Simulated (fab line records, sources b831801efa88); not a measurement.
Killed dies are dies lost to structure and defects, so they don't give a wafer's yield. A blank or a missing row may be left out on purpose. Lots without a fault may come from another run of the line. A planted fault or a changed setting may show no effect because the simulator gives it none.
A struck lot beside a sound one | flow sky130 | 14 steps out of a route of 708
Sound: wafers L860.2, L860.3, L860.4. Struck: wafers L870.3, L870.5, L870.6. The cause comes at the end.
At each step with rows: each side's tool, then ch and its chambers, then its first start. Under that, the readings that differ: sound wafers | struck wafers | difference of the means | sigmas: that difference in standard deviations of wafers without a fault.
alike: readings whose means differ by less than 2 such deviations, and words and numbers that are the same on both sides. not compared: withheld readings, readings that some wafer has no value for, bounds like >300 that may hide the same value, and numbers for which the record gives no deviation and whose values overlap.
The two part at a step that has a row with sigmas, a row that says differs or no value, or rows on one side only. Numbers that don't overlap but have no deviation are shown without sigmas and don't part them. A reading that every wafer of one side lacks parts them only if that side has two wafers or more.

SKY_LI_CONTACT_RS_MEAS_22: measures by four-point-probe.
  sound on film_metro-02, day 31 01:27; struck on film_metro-04, day 35 04:23
  alike: LI_CONTACT_W_RS
SKY_LI_CONTACT_THK_MEAS_23: measures by xrf.
  sound on film_metro-02, day 31 01:34; struck on film_metro-04, day 35 04:29
  alike: LI_CONTACT_W_THK
SKY_LI_CONTACT_CMP_24: polishes, stops on PSG, t overpolish 20 s, target thk 0 nm.
  sound on cmp-01 ch 1,2,3, day 31 01:37; struck on cmp-02 ch 0,1,2, day 35 04:41
  alike: head_pressure_psi, motor_current_A, overpolish_run_s, time_to_endpoint_s
SKY_LOCAL_INTERCONNECT_SPUTTER_00: material TiN, target thk 100 nm, time 83.3 s.
  sound on pvd_sputter-01, day 31 01:55; struck on pvd_sputter-04, day 35 04:50
  alike: throttle_valve_pct
SKY_LOCAL_INTERCONNECT_RS_MEAS_01: measures by four-point-probe.
  sound on film_metro-04, day 31 01:59; struck on film_metro-03, day 35 04:56
  alike: LOCAL_INTERCONNECT_TIN_RS
SKY_LOCAL_INTERCONNECT_THK_MEAS_02: measures by xrf.
  sound on film_metro-04, day 31 02:06; struck on film_metro-03, day 35 05:02
  alike: LOCAL_INTERCONNECT_TIN_THK
then, 6 steps without rows for these wafers: SKY_LOCAL_INTERCONNECT_DEHYDRATE_03 (time 60 s); SKY_LOCAL_INTERCONNECT_HMDS_04 (prime time 60 s); SKY_LOCAL_INTERCONNECT_COAT_05 (resist thk 60 nm); SKY_LOCAL_INTERCONNECT_COAT_06 (resist thk 450 nm); SKY_LOCAL_INTERCONNECT_SOFTBAKE_07 (time 90 s); SKY_LOCAL_INTERCONNECT_EXPOSE_08 (exposes mask LI1M, target cd 170 nm).
SKY_LOCAL_INTERCONNECT_PEB_09:
  sound on litho_track-01 ch 0, day 32 04:00; struck on litho_track-01, day 36 05:00
  reading         | sound          | struck | difference                    | sigmas
  exhaust_pa (Pa) | 44.7 45.4 45.8 | - - -  | no value on the struck wafers |
  not compared: chill_plate_temp_C
then, 1 step without rows for these wafers: SKY_LOCAL_INTERCONNECT_DEVELOP_10 (develop time 60 s).

WHERE THEY PART
Only at SKY_LOCAL_INTERCONNECT_PEB_09, within this record.

WHY: what the simulator had put in
Skipped step whole: litho_track-01, from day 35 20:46 on, at SKY_LOCAL_INTERCONNECT_PEB_09. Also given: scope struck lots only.
